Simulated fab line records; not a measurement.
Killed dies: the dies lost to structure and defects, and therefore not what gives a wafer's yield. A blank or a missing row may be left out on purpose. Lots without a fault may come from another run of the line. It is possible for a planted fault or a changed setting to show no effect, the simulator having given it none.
Matching of chambers / flow gf180mcu / 4 sister chambers for GF_POLY_GATE_ETCH_13 on rieSi-02
The step etches poly-Si in HBr/Cl2, stops on SiO2, target depth 198.5 nm, time 69.6 s. 14 wafers are shown with their chamber, then 7 later ones without.

== EACH WAFER AND ITS CHAMBER ==
wafer=L635.2; chamber=0; drypumpMotorCurrentA (A)=6.4; throttleValvePct (%)=33.674; HBr_flow_sccm (sccm)=150.9
wafer=L635.3; chamber=2; drypumpMotorCurrentA (A)=5.3; throttleValvePct (%)=33.679; HBr_flow_sccm (sccm)=150.4
wafer=L635.4; chamber=3; drypumpMotorCurrentA (A)=5.6; throttleValvePct (%)=33.681; HBr_flow_sccm (sccm)=149.9
wafer=L638.1; chamber=2; drypumpMotorCurrentA (A)=5.3; throttleValvePct (%)=33.676; HBr_flow_sccm (sccm)=149.7
wafer=L638.2; chamber=3; drypumpMotorCurrentA (A)=5.6; throttleValvePct (%)=33.690; HBr_flow_sccm (sccm)=150.0
wafer=L638.3; chamber=1; drypumpMotorCurrentA (A)=5.6; throttleValvePct (%)=33.677; HBr_flow_sccm (sccm)=149.7
wafer=L639.1; chamber=3; drypumpMotorCurrentA (A)=5.5; throttleValvePct (%)=33.695; HBr_flow_sccm (sccm)=149.9
wafer=L639.5; chamber=0; drypumpMotorCurrentA (A)=6.4; throttleValvePct (%)=33.672; HBr_flow_sccm (sccm)=150.1
wafer=L639.6; chamber=1; drypumpMotorCurrentA (A)=5.6; throttleValvePct (%)=33.660; HBr_flow_sccm (sccm)=150.6
wafer=L642.1; chamber=2; drypumpMotorCurrentA (A)=5.3; throttleValvePct (%)=33.687; HBr_flow_sccm (sccm)=149.0
wafer=L642.2; chamber=0; drypumpMotorCurrentA (A)=6.4; throttleValvePct (%)=33.674; HBr_flow_sccm (sccm)=150.1
wafer=L642.5; chamber=3; drypumpMotorCurrentA (A)=5.5; throttleValvePct (%)=33.688; HBr_flow_sccm (sccm)=150.2
wafer=L644.3; chamber=3; drypumpMotorCurrentA (A)=5.6; throttleValvePct (%)=33.686; HBr_flow_sccm (sccm)=150.6
wafer=L644.4; chamber=1; drypumpMotorCurrentA (A)=5.6; throttleValvePct (%)=33.680; HBr_flow_sccm (sccm)=149.6

SIGNATURES, as means of the wafers listed above
reading=drypumpMotorCurrentA; chamber 0=6.400; chamber 1=5.600; chamber 2=5.300; chamber 3=5.560; scatter within a chamber=0.0346
reading=throttleValvePct; chamber 0=33.67333; chamber 1=33.67233; chamber 2=33.68067; chamber 3=33.68800; scatter within a chamber=0.00637
reading=HBr_flow_sccm; chamber 0=150.367; chamber 1=149.967; chamber 2=149.700; chamber 3=150.120; scatter within a chamber=0.486
Rule: a wafer lies at a distance from a chamber equal to the root of the sum of squares, over the readings, of (its reading less the chamber's mean, divided by the reading's scatter). The wafer belongs to the nearest chamber; if the next one is less than 2 further off, it can't be placed. The scatter is the square root of a quotient: the sum, over the shown wafers, of each reading's squared deviation from its chamber's mean, divided by wafers minus chambers.

== WAFERS WITHOUT THEIR CHAMBER ==
wafer=L644.6; drypumpMotorCurrentA (A)=6.4; throttleValvePct (%)=33.684; HBr_flow_sccm (sccm)=151.1
wafer=L645.1; drypumpMotorCurrentA (A)=5.5; throttleValvePct (%)=33.679; HBr_flow_sccm (sccm)=150.3
wafer=L645.4; drypumpMotorCurrentA (A)=6.4; throttleValvePct (%)=33.693; HBr_flow_sccm (sccm)=150.1
wafer=L645.5; drypumpMotorCurrentA (A)=5.6; throttleValvePct (%)=33.668; HBr_flow_sccm (sccm)=149.9
wafer=L646.2; drypumpMotorCurrentA (A)=5.6; throttleValvePct (%)=33.689; HBr_flow_sccm (sccm)=149.0
wafer=L646.4; drypumpMotorCurrentA (A)=5.6; throttleValvePct (%)=33.667; HBr_flow_sccm (sccm)=150.1
wafer=L646.6; drypumpMotorCurrentA (A)=5.6; throttleValvePct (%)=33.677; HBr_flow_sccm (sccm)=149.2

== EACH ONE'S CHAMBER ==
wafer=L644.6; from the rows above=0; in truth=0
wafer=L645.1; from the rows above=can't be placed: 3 or 1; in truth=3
wafer=L645.4; from the rows above=0; in truth=0
wafer=L645.5; from the rows above=1; in truth=1
wafer=L646.2; from the rows above=can't be placed: 3 or 1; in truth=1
wafer=L646.4; from the rows above=1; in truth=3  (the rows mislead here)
wafer=L646.6; from the rows above=can't be placed: 1 or 3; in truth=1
Placed correctly: 3 of 7. Unplaceable from these rows: 3, with the true chamber sitting among the candidates in 3. Placed wrongly: 1.
